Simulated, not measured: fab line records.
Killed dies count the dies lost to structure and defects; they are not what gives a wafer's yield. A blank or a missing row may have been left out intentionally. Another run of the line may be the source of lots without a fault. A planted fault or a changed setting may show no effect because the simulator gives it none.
Which of the tools did it? || flow sky130 || 12 lots, 36 wafers sampled, at 4 steps of a route of 708

## WHAT THE GAUGES SHOWED, per wafer
SKY_LOCAL_INTERCONNECT_RS_MEAS_01: uses a four-point probe to measure. Usual: LOCAL_INTERCONNECT_TIN_RS typically reads 14.14 ohm/sq, with standard deviation 0.18.
{"lot": "L713", "measured": "day 28 10:04", "on": "film-metro-03", "LOCAL_INTERCONNECT_TIN_RS (ohm/sq)": "14.18 14.24 14.19", "flag": ""}
{"lot": "L714", "measured": "day 29 03:58", "on": "film-metro-04", "LOCAL_INTERCONNECT_TIN_RS (ohm/sq)": "14.15 14.56 14.11", "flag": ""}
{"lot": "L715", "measured": "day 29 17:28", "on": "film-metro-04", "LOCAL_INTERCONNECT_TIN_RS (ohm/sq)": "14.29 13.78 13.87", "flag": ""}
{"lot": "L718", "measured": "day 30 19:37", "on": "film-metro-02", "LOCAL_INTERCONNECT_TIN_RS (ohm/sq)": "13.85 13.86 13.91", "flag": ""}
{"lot": "L720", "measured": "day 31 12:46", "on": "film-metro-03", "LOCAL_INTERCONNECT_TIN_RS (ohm/sq)": "13.88 13.97 13.83", "flag": ""}
{"lot": "L723", "measured": "day 33 00:45", "on": "film-metro-02", "LOCAL_INTERCONNECT_TIN_RS (ohm/sq)": "14.44 14.52 14.47", "flag": ""}
{"lot": "L724", "measured": "day 33 01:46", "on": "film-metro-04", "LOCAL_INTERCONNECT_TIN_RS (ohm/sq)": "14.23 14.43 14.32", "flag": ""}
{"lot": "L726", "measured": "day 33 10:17", "on": "film-metro-03", "LOCAL_INTERCONNECT_TIN_RS (ohm/sq)": "14.14 14.33 14.33", "flag": ""}
{"lot": "L731", "measured": "day 35 05:29", "on": "film-metro-03", "LOCAL_INTERCONNECT_TIN_RS (ohm/sq)": "13.97 14.03 14.05", "flag": ""}
{"lot": "L734", "measured": "day 35 22:04", "on": "film-metro-02", "LOCAL_INTERCONNECT_TIN_RS (ohm/sq)": "14.24 14.10 13.98", "flag": ""}
{"lot": "L735", "measured": "day 36 06:38", "on": "film-metro-02", "LOCAL_INTERCONNECT_TIN_RS (ohm/sq)": "14.39 14.40 13.90", "flag": ""}
{"lot": "L736", "measured": "day 36 15:36", "on": "film-metro-02", "LOCAL_INTERCONNECT_TIN_RS (ohm/sq)": "14.17 14.19 14.08", "flag": ""}

SKY_LOCAL_INTERCONNECT_CD_MEAS_11: target cd 170 nm. Usual: cd-nm at 170.5 nm, with a standard deviation of 1.3.
{"lot": "L713", "measured": "day 29 13:32", "on": "cd-sem-02", "cd-nm (nm)": "170.6 170.6 170.9", "flag": ""}
{"lot": "L714", "measured": "day 30 06:52", "on": "cd-sem-02", "cd-nm (nm)": "168.0 168.7 168.7", "flag": ""}
{"lot": "L715", "measured": "day 30 20:56", "on": "cd-sem-01", "cd-nm (nm)": "169.5 169.5 169.8", "flag": ""}
{"lot": "L718", "measured": "day 31 22:41", "on": "cd-sem-02", "cd-nm (nm)": "170.0 170.4 169.9", "flag": ""}
{"lot": "L720", "measured": "day 32 15:46", "on": "cd-sem-01", "cd-nm (nm)": "171.3 170.4 170.9", "flag": ""}
{"lot": "L723", "measured": "day 34 03:19", "on": "cd-sem-01", "cd-nm (nm)": "141.0 103.7 62.0", "flag": "OFF"}
{"lot": "L724", "measured": "day 34 04:16", "on": "cd-sem-02", "cd-nm (nm)": "170.1 171.4 169.8", "flag": ""}
{"lot": "L726", "measured": "day 34 12:56", "on": "cd-sem-02", "cd-nm (nm)": "172.3 172.9 172.4", "flag": ""}
{"lot": "L731", "measured": "day 36 09:37", "on": "cd-sem-01", "cd-nm (nm)": "169.7 170.0 171.5", "flag": ""}
{"lot": "L734", "measured": "day 37 02:32", "on": "cd-sem-02", "cd-nm (nm)": "170.3 170.8 170.0", "flag": ""}
{"lot": "L735", "measured": "day 37 10:14", "on": "cd-sem-01", "cd-nm (nm)": "171.4 170.6 170.9", "flag": ""}
{"lot": "L736", "measured": "day 37 19:35", "on": "cd-sem-02", "cd-nm (nm)": "170.9 170.9 170.4", "flag": ""}

## WHICH TOOL RAN EACH LOT (tool, then ch and the chambers of the sampled wafers, then the start)
{"lot": "L713", "SKY_LI_CONTACT_CVD_21": "cvd-w-01 ch 0,1, day 28 09:23", "SKY_LOCAL_INTERCONNECT_EXPOSE_08": "krf-scanner-01 ch 0, day 29 00:09"}
{"lot": "L714", "SKY_LI_CONTACT_CVD_21": "cvd-w-01 ch 0,1, day 29 03:18", "SKY_LOCAL_INTERCONNECT_EXPOSE_08": "krf-scanner-02 ch 0, day 29 17:20"}
{"lot": "L715", "SKY_LI_CONTACT_CVD_21": "cvd-w-01 ch 0,1, day 29 16:48", "SKY_LOCAL_INTERCONNECT_EXPOSE_08": "krf-scanner-01 ch 0, day 30 07:48"}
{"lot": "L718", "SKY_LI_CONTACT_CVD_21": "cvd-w-01 ch 0,1, day 30 18:17", "SKY_LOCAL_INTERCONNECT_EXPOSE_08": "krf-scanner-02 ch 0, day 31 09:01"}
{"lot": "L720", "SKY_LI_CONTACT_CVD_21": "cvd-w-02 ch 0,1, day 31 12:06", "SKY_LOCAL_INTERCONNECT_EXPOSE_08": "krf-scanner-01 ch 0, day 32 02:16"}
{"lot": "L723", "SKY_LI_CONTACT_CVD_21": "cvd-w-02 ch 0,1, day 33 00:05", "SKY_LOCAL_INTERCONNECT_EXPOSE_08": "krf-scanner-01 ch 0, day 33 14:08"}
{"lot": "L724", "SKY_LI_CONTACT_CVD_21": "cvd-w-01 ch 0,1, day 33 01:05", "SKY_LOCAL_INTERCONNECT_EXPOSE_08": "krf-scanner-02 ch 0, day 33 15:09"}
{"lot": "L726", "SKY_LI_CONTACT_CVD_21": "cvd-w-02 ch 0,1, day 33 09:36", "SKY_LOCAL_INTERCONNECT_EXPOSE_08": "krf-scanner-02 ch 0, day 33 23:59"}
{"lot": "L731", "SKY_LI_CONTACT_CVD_21": "cvd-w-02 ch 0,1, day 35 04:49", "SKY_LOCAL_INTERCONNECT_EXPOSE_08": "krf-scanner-01 ch 0, day 35 19:20"}
{"lot": "L734", "SKY_LI_CONTACT_CVD_21": "cvd-w-02 ch 0,1, day 35 21:23", "SKY_LOCAL_INTERCONNECT_EXPOSE_08": "krf-scanner-01 ch 0, day 36 12:40"}
{"lot": "L735", "SKY_LI_CONTACT_CVD_21": "cvd-w-01 ch 0,1, day 36 05:58", "SKY_LOCAL_INTERCONNECT_EXPOSE_08": "krf-scanner-01 ch 0, day 36 20:34"}
{"lot": "L736", "SKY_LI_CONTACT_CVD_21": "cvd-w-01 ch 0,1, day 36 14:56", "SKY_LOCAL_INTERCONNECT_EXPOSE_08": "krf-scanner-01 ch 0, day 37 06:16"}
- SKY_LI_CONTACT_CVD_21: deposits W, target thk 400 nm, time 120.56 s.
- SKY_LOCAL_INTERCONNECT_EXPOSE_08: exposes mask LI1M, target cd 170 nm.

## AS READ BY THE TOOLS THEMSELVES (means over the sampled wafers that have a number; for cases with no such wafer, the mark the record gives instead)
SKY_LI_CONTACT_CVD_21. Usual: heater-power-w at 924 W, with a standard deviation of 110.
{"lot": "L713", "tool": "cvd-w-01", "heater-power-w (W)": 894, "flag": ""}
{"lot": "L714", "tool": "cvd-w-01", "heater-power-w (W)": 951, "flag": ""}
{"lot": "L715", "tool": "cvd-w-01", "heater-power-w (W)": 952, "flag": ""}
{"lot": "L718", "tool": "cvd-w-01", "heater-power-w (W)": 971, "flag": ""}
{"lot": "L720", "tool": "cvd-w-02", "heater-power-w (W)": 830, "flag": ""}
{"lot": "L723", "tool": "cvd-w-02", "heater-power-w (W)": 846, "flag": ""}
{"lot": "L724", "tool": "cvd-w-01", "heater-power-w (W)": 955, "flag": ""}
{"lot": "L726", "tool": "cvd-w-02", "heater-power-w (W)": 926, "flag": ""}
{"lot": "L731", "tool": "cvd-w-02", "heater-power-w (W)": 834, "flag": ""}
{"lot": "L734", "tool": "cvd-w-02", "heater-power-w (W)": 934, "flag": ""}
{"lot": "L735", "tool": "cvd-w-01", "heater-power-w (W)": 923, "flag": ""}
{"lot": "L736", "tool": "cvd-w-01", "heater-power-w (W)": 956, "flag": ""}

SKY_LOCAL_INTERCONNECT_EXPOSE_08. Usual: exposure-dose-mJ-cm2 at 27.97, with a standard deviation of 0.032.
{"lot": "L713", "tool": "krf-scanner-01", "exposure-dose-mJ-cm2": 27.97, "flag": ""}
{"lot": "L714", "tool": "krf-scanner-02", "exposure-dose-mJ-cm2": 27.98, "flag": ""}
{"lot": "L715", "tool": "krf-scanner-01", "exposure-dose-mJ-cm2": 27.93, "flag": ""}
{"lot": "L718", "tool": "krf-scanner-02", "exposure-dose-mJ-cm2": 27.96, "flag": ""}
{"lot": "L720", "tool": "krf-scanner-01", "exposure-dose-mJ-cm2": 27.97, "flag": ""}
{"lot": "L723", "tool": "krf-scanner-01", "exposure-dose-mJ-cm2": 26.23, "flag": "OFF"}
{"lot": "L724", "tool": "krf-scanner-02", "exposure-dose-mJ-cm2": 28.01, "flag": ""}
{"lot": "L726", "tool": "krf-scanner-02", "exposure-dose-mJ-cm2": 27.98, "flag": ""}
{"lot": "L731", "tool": "krf-scanner-01", "exposure-dose-mJ-cm2": 27.95, "flag": ""}
{"lot": "L734", "tool": "krf-scanner-01", "exposure-dose-mJ-cm2": 27.99, "flag": ""}
{"lot": "L735", "tool": "krf-scanner-01", "exposure-dose-mJ-cm2": 27.91, "flag": ""}
{"lot": "L736", "tool": "krf-scanner-01", "exposure-dose-mJ-cm2": 27.94, "flag": ""}

## THE ANSWER, worked out from the rows above alone
Rule: lot off if the mean of its wafers having a number is beyond 3 standard deviations from the usual mean. Also off: a lot with no number at a reading for which 4 or more lots have one. Where the step has rows for the other lots, those lots are counted as sound. Order of review: gauges by route order, followed by the tools' own readings, for which a lot's mean as printed above is used. At the first step where some lot is off, the reading lying furthest off is the one used; lots without a number count as furthest.
Off: L723 (SKY_LOCAL_INTERCONNECT_CD_MEAS_11, cd-nm).
A tool fits if, at a process step before that reading, it ran every lot that is off, and no sound lot after the first of them. The gauges at SKY_LOCAL_INTERCONNECT_CD_MEAS_11 aren't tried: what is off there is off at SKY_LOCAL_INTERCONNECT_EXPOSE_08 too, on other tools, and a gauge's error can't cause that. Of those tried, none fits.

## WHAT WAS PUT IN BY THE SIMULATOR
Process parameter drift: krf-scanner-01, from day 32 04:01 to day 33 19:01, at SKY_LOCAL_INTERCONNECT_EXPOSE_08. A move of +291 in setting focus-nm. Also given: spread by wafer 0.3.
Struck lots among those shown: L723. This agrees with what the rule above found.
